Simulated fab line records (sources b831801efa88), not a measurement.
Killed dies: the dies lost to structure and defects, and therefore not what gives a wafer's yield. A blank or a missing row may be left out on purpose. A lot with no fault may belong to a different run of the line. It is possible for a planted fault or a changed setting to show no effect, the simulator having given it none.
Which tool is to blame? ; flow sfq line ; 14 lots, 42 wafers sampled, at 4 steps of a route of 325

WHAT THE GAUGES SHOWED, per wafer
Not one reading of a measure or inspect step in the record can be checked against a usual standard deviation.

TOOL THAT RAN EACH LOT (tool first, then ch and the chambers of the sampled wafers, then the start)
lot;SFQ_TRILAYER_A5B_DEP_PECVD_129;SFQ_TRILAYER_A5B_CMP_CMP_130;SFQ_TRILAYER_A5B_METRO_MEASURE_131;SFQ_TRILAYER_C5_ETCH_VIA_ETCH_154
L478;pecvd-02 ch 0,2, day 57 16:23;cmp-01 ch 2,3, day 57 16:29;film metro-04, day 57 19:41;rie diel-03 ch 0,1,2, day 58 16:51
L479;pecvd-03 ch 0,2, day 58 04:23;cmp-01 ch 0,3, day 58 05:01;film metro-02, day 58 08:13;rie diel-03 ch 0,1,3, day 58 22:51
L480;pecvd-02 ch 0,1,2, day 58 06:48;cmp-02 ch 1,2, day 58 06:53;film metro-04, day 58 09:53;rie diel-04 ch 1,2,3, day 59 01:15
L481;pecvd-03 ch 0,1,2, day 58 10:34;cmp-02 ch 1,2,3, day 58 10:39;film metro-04, day 58 13:39;rie diel-01 ch 0,1,2, day 59 03:39
L483;pecvd-03 ch 0,2, day 59 12:47;cmp-02 ch 0,1,3, day 59 12:53;film metro-02, day 59 15:53;rie diel-01 ch 1,3, day 60 02:58
L484;pecvd-02 ch 0,2, day 61 19:59;cmp-01 ch 0,1,3, day 61 22:12;film metro-01, day 62 00:12;rie diel-01 ch 1,3, day 68 16:16
L485;pecvd-02 ch 1,2, day 62 02:07;cmp-01 ch 0,2,3, day 62 04:42;film metro-01, day 62 06:12;rie diel-04 ch 0,1, day 68 19:36
L492;pecvd-04 ch 0,1,2, day 63 14:02;cmp-02 ch 1,2,3, day 63 15:15;film metro-04, day 63 18:15;rie diel-03 ch 0,1,2, day 70 12:13
L493;pecvd-04 ch 1,2, day 63 21:25;cmp-01 ch 2,3, day 63 22:57;film metro-01, day 64 01:51;rie diel-03 ch 2,3, day 70 19:25
L495;pecvd-02 ch 0,1, day 64 12:58;cmp-01 ch 1,3, day 64 19:57;film metro-04, day 64 22:39;rie diel-04 ch 0, day 71 13:14
L497;pecvd-03 ch 0,1, day 64 21:01;cmp-01 ch 0,2,3, day 65 12:59;film metro-02, day 65 14:59;rie diel-01 ch 2,3, day 71 21:37
L498;pecvd-04 ch 0,2, day 65 14:11;cmp-02 ch 1,3, day 65 19:56;film metro-02, day 65 23:08;rie diel-04 ch 0,2,3, day 72 02:25
L500;pecvd-03 ch 0,1, day 65 23:46;cmp-01 ch 0,3, day 66 00:29;film metro-01, day 66 02:59;rie diel-04 ch 1,2, day 72 06:01
L501;pecvd-02 ch 0,1,2, day 66 01:01;cmp-01 ch 1,2, day 66 03:29;film metro-02, day 66 06:35;rie diel-01 ch 0,1,3, day 72 07:13
- SFQ_TRILAYER_A5B_DEP_PECVD_129: deposits SiO2 from SiH4/N2O, time 133.33 s, target thk 600 nm.
- SFQ_TRILAYER_A5B_CMP_CMP_130: polishes, stops on Nb, target thk 340.7 nm.
- SFQ_TRILAYER_A5B_METRO_MEASURE_131
- SFQ_TRILAYER_C5_ETCH_VIA_ETCH_154: etches SiO2 in CHF3, stops on Nb, target depth 84 nm.

AS READ BY THE TOOLS THEMSELVES (means over the sampled wafers that have a number; for cases with no such wafer, the mark the record gives instead)
SFQ_TRILAYER_A5B_DEP_PECVD_129. Usual: heater power w 77 W, standard deviation 11; throttle valve pct 24.3 %, standard deviation 1.5.
lot;tool;heater power w (W);throttle valve pct (%);flag
L478;pecvd-02;74;25.5;
L479;pecvd-03;95;24.8;
L480;pecvd-02;70;25.2;
L481;pecvd-03;81;24.0;
L483;pecvd-03;85;24.7;
L484;pecvd-02;76;25.3;
L485;pecvd-02;66;25.1;
L492;pecvd-04;76;23.2;
L493;pecvd-04;79;23.1;
L495;pecvd-02;72;24.4;
L497;pecvd-03;89;24.3;
L498;pecvd-04;72;23.5;
L500;pecvd-03;88;23.6;
L501;pecvd-02;71;25.2;

SFQ_TRILAYER_A5B_CMP_CMP_130. Usual: motor current A at 10.7 A, with a standard deviation of 0.54.
lot;tool;motor current A (A);flag
L478;cmp-01;10.5;
L479;cmp-01;10.9;
L480;cmp-02;10.7;
L481;cmp-02;10.9;
L483;cmp-02;10.2;
L484;cmp-01;11.0;
L485;cmp-01;10.8;
L492;cmp-02;11.1;
L493;cmp-01;10.9;
L495;cmp-01;10.7;
L497;cmp-01;10.7;
L498;cmp-02;10.2;
L500;cmp-01;11.3;
L501;cmp-01;10.9;

SFQ_TRILAYER_A5B_METRO_MEASURE_131. Usual: thk nm at 342 nm, with a standard deviation of 4.6.
lot;tool;thk nm (nm);flag
L478;film metro-04;342;
L479;film metro-02;335;
L480;film metro-04;340;
L481;film metro-04;340;
L483;film metro-02;339;
L484;film metro-01;337;
L485;film metro-01;347;
L492;film metro-04;345;
L493;film metro-01;341;
L495;film metro-04;345;
L497;film metro-02;344;
L498;film metro-02;345;
L500;film metro-01;341;
L501;film metro-02;343;

SFQ_TRILAYER_C5_ETCH_VIA_ETCH_154. Usual: bias w 79.98 W, standard deviation 0.26; drypump motor current A 5.6 A, standard deviation 0.41; oes product au 0.896 a.u., standard deviation 0.0084.
lot;tool;bias w (W);drypump motor current A (A);oes product au (a.u.);flag
L478;rie diel-03;79.77;5.7;0.896;
L479;rie diel-03;79.79;5.9;0.904;
L480;rie diel-04;79.91;5.3;0.897;
L481;rie diel-01;80.17;5.8;0.889;
L483;rie diel-01;79.70;5.6;0.889;
L484;rie diel-01;80.20;5.4;0.901;
L485;rie diel-04;79.98;5.7;0.906;
L492;rie diel-03;76.73;5.7;0.896;OFF
L493;rie diel-03;76.50;5.7;0.892;OFF
L495;rie diel-04;80.27;6.2;0.900;
L497;rie diel-01;80.10;5.5;0.889;
L498;rie diel-04;79.95;5.8;0.898;
L500;rie diel-04;80.01;5.3;0.908;
L501;rie diel-01;80.06;5.6;0.897;

THE ANSWER, worked out from the rows above alone
Rule: a lot is off if the mean of its wafers that have a number lies more than 3 standard deviations from the usual mean. A lot without any number at a reading at which 4 lots or more have one is off too. Any other lot the step has rows for is counted as sound. First the gauges in route order, then the tools' own readings, where a lot's mean is used as printed above. The first step at which some lot is off is used, and at that step the reading that is off furthest; a lot without a number counts as furthest.
Off at SFQ_TRILAYER_C5_ETCH_VIA_ETCH_154 (bias w): L492, L493.
A tool fits if, at that step or a process step before it, it ran every lot that is off, and no sound lot after the first of them. One fits: rie diel-03 at SFQ_TRILAYER_C5_ETCH_VIA_ETCH_154. A fault onset in the window from L479 (day 58 22:51, its last sound lot) to L492 (day 70 12:13, its first lot off) fits.
On the lots that are off, the tool's own readings at SFQ_TRILAYER_C5_ETCH_VIA_ETCH_154 differ by more than 5 times the standard deviation of the sound lots' means, which bears it out; bias w reads 76.62 W there versus 79.99 W on the sound lots.

WHAT THE SIMULATOR HAD PUT IN
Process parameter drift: rie diel-03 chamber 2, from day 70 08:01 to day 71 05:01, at SFQ_TRILAYER_C5_ETCH_VIA_ETCH_154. Setting bias w, moved by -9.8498, from 80. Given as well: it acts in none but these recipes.
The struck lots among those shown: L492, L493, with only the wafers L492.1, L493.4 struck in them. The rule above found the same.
